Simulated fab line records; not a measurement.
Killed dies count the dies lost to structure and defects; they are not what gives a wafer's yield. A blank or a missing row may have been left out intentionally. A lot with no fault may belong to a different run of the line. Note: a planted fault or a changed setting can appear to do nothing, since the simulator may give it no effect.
Which tool did it? ; flow sfq-line ; Sampling: 15 lots, 45 wafers, 4 of 325 route steps

## WHAT THE GAUGES READ, wafer by wafer
SFQ_M3_OVL_MEAS_921.
lot;measured;on;M3_OVL (nm)
L953;day 43 12:12;overlay-01;-3 -2 -3
L955;day 44 11:42;overlay-01;0 -8 -8
L956;day 44 17:42;overlay-01;10 14 6
L958;day 45 18:54;overlay-02;-2 -3 -3
L959;day 47 18:32;overlay-02;7 2 4
L960;day 47 19:44;overlay-02;-9 -10 -10
L961;day 48 00:32;overlay-01;3 7 0
L963;day 48 06:32;overlay-01;13 0 12
L966;day 49 14:23;overlay-01;-2 3 2
L968;day 50 04:46;overlay-02;2 -2 5
L969;day 51 02:26;overlay-02;9 6 5
L970;day 51 04:50;overlay-02;7 -1 0
L971;day 51 06:02;overlay-02;10 9 10
L972;day 51 14:26;overlay-02;13 12 7
L975;day 52 06:02;overlay-01;-3 -8 -7

SFQ_I4_BOW_MEAS_927.
lot;measured;on;I4_BOW (um)
L953;day 54 18:54;film-metro-02;3 9 0
L955;day 55 19:30;film-metro-02;9 8 12
L956;day 56 07:02;film-metro-04;-9 -20 -19
L958;day 57 11:10;film-metro-01;-10 -3 -7
L959;day 59 12:44;film-metro-02;-4 13 -3
L960;day 59 15:43;film-metro-04;8 19 15
L961;day 59 21:43;film-metro-01;9 6 8
L963;day 60 07:22;film-metro-02;3 8 10
L966;day 61 04:25;film-metro-04;6 7 -1
L968;day 62 01:26;film-metro-02;14 17 17
L969;day 62 10:26;film-metro-01;1 2 10
L970;day 62 13:28;film-metro-01;7 1 -10
L971;day 62 14:15;film-metro-02;3 -3 6
L972;day 62 19:29;film-metro-04;29 15 14
L975;day 63 02:16;film-metro-04;2 0 5

## WHAT TOOL EACH LOT RAN ON (gives the tool, then ch and the chambers of the sampled wafers, and finally the start)
lot;SFQ_TRILAYER_M3_STRIP_STRIP_079;SFQ_TRILAYER_I3_VIA_LITHO_PEB_088
L953;rie-metal-03 ch 0,1, day 43 12:25;litho-track-03 ch 0, day 49 15:16
L955;rie-metal-03 ch 0,1, day 44 11:55;litho-track-01 ch 0, day 50 09:13
L956;rie-metal-02 ch 0,1, day 44 17:55;litho-track-01 ch 0, day 50 16:25
L958;rie-metal-01 ch 0,1, day 45 19:07;litho-track-04 ch 0, day 51 18:56
L959;rie-metal-02 ch 0,1, day 47 18:57;litho-track-01 ch 0, day 53 23:24
L960;rie-metal-01 ch 0,1, day 47 19:57;litho-track-01 ch 0, day 54 00:34
L961;rie-metal-03 ch 0,1, day 48 00:45;litho-track-01 ch 0, day 54 04:10
L963;rie-metal-03 ch 0,1, day 48 06:45;litho-track-01 ch 0, day 54 11:21
L966;rie-metal-03 ch 0,1, day 49 14:47;litho-track-01 ch 0, day 55 15:07
L968;rie-metal-03 ch 1, day 50 05:11;litho-track-01 ch 0, day 56 08:00
L969;rie-metal-02 ch 0,1, day 51 02:39;litho-track-01 ch 0, day 56 15:12
L970;rie-metal-02 ch 1, day 51 05:03;litho-track-04 ch 0, day 56 18:49
L971;rie-metal-03 ch 0,1, day 51 06:15;litho-track-04 ch 0, day 56 21:12
L972;rie-metal-01 ch 0,1, day 51 14:51;litho-track-03 ch 0, day 57 05:39
L975;rie-metal-03 ch 0,1, day 52 06:15;litho-track-04 ch 0, day 57 21:13
- SFQ_TRILAYER_M3_STRIP_STRIP_079: strips in O2.
- SFQ_TRILAYER_I3_VIA_LITHO_PEB_088: peb time 60 s.

## AS READ BY THE TOOLS THEMSELVES (means over the sampled wafers that have a number; for cases with no such wafer, the mark the record gives instead)
SFQ_TRILAYER_M3_STRIP_STRIP_079.
lot;tool;drypump-motor-current-A (A);oes-product-au (a.u.)
L953;rie-metal-03;5.7;1.016
L955;rie-metal-03;5.7;1.012
L956;rie-metal-02;6.0;1.009
L958;rie-metal-01;5.4;1.008
L959;rie-metal-02;6.0;0.998
L960;rie-metal-01;5.4;1.005
L961;rie-metal-03;5.7;1.009
L963;rie-metal-03;5.7;1.011
L966;rie-metal-03;5.7;1.015
L968;rie-metal-03;5.8;1.024
L969;rie-metal-02;6.1;1.002
L970;rie-metal-02;6.4;1.008
L971;rie-metal-03;5.7;1.016
L972;rie-metal-01;5.4;0.997
L975;rie-metal-03;5.7;1.017

SFQ_TRILAYER_I3_VIA_LITHO_PEB_088.
lot;tool;chill-plate-temp-C (C);heater-power-total-W (W);plate-temp-C (C)
L953;litho-track-03;22.97;79.19;115.02
L955;litho-track-01;23.06;79.13;114.88
L956;litho-track-01;23.11;79.22;114.84
L958;litho-track-04;22.89;79.19;114.99
L959;litho-track-01;23.08;79.15;115.05
L960;litho-track-01;23.16;79.15;114.79
L961;litho-track-01;22.96;79.15;115.00
L963;litho-track-01;22.97;79.13;115.00
L966;litho-track-01;22.98;74.31;109.65
L968;litho-track-01;23.06;74.20;109.82
L969;litho-track-01;23.16;74.27;109.64
L970;litho-track-04;22.83;79.13;114.99
L971;litho-track-04;23.00;79.13;114.89
L972;litho-track-03;23.08;79.16;115.08
L975;litho-track-04;22.99;79.14;114.97

## THE ANSWER, worked out from the rows above alone
Rule: the lots themselves supply what counts as usual. The widest of any qualifying gaps counts: lots, ordered by their means at a reading, are off when they make up no more than a third of the lots, leave a main group of 4 or more, and stand apart from it by 3 or more times the standard deviation of that group's means. A main group is skipped when, at the precision printed for the reading in the tables above, its means are all equal. Also off: a lot with no number at a reading for which 4 or more lots have one. All remaining lots with rows at the step are treated as sound. Order of review: gauges by route order, followed by the tools' own readings, for which a lot's mean as printed above is used. At the first step where some lot is off, the reading lying furthest off is the one used; lots without a number count as furthest.
Off at SFQ_TRILAYER_I3_VIA_LITHO_PEB_088 (heater-power-total-W): L966, L968, L969. Main group: mean 79.16 W, sd 0.028.
If a tool, at that step or one of the process steps before it, ran each lot that is off and ran no sound lot following the first of them, it fits. One candidate fits, namely litho-track-01 at SFQ_TRILAYER_I3_VIA_LITHO_PEB_088. A fault onset in the window from L963 (day 54 11:21, its last sound lot) to L966 (day 55 15:07, its first lot off) fits.
The tool's own readings at SFQ_TRILAYER_I3_VIA_LITHO_PEB_088 bear it out: on the lots that are off they differ by more than 5 times the standard deviation of the sound lots' means. heater-power-total-W reads 74.26 W there against 79.16 W on the sound lots; plate-temp-C reads 109.70 C there against 114.96 C on the sound lots.

## WHAT THE SIMULATOR HAD INSERTED
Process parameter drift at SFQ_TRILAYER_I3_VIA_LITHO_PEB_088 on litho-track-01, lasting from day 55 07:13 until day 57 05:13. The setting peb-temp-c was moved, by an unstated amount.
Shown lots that were struck: L966, L968, L969. The same result came from the rule above.
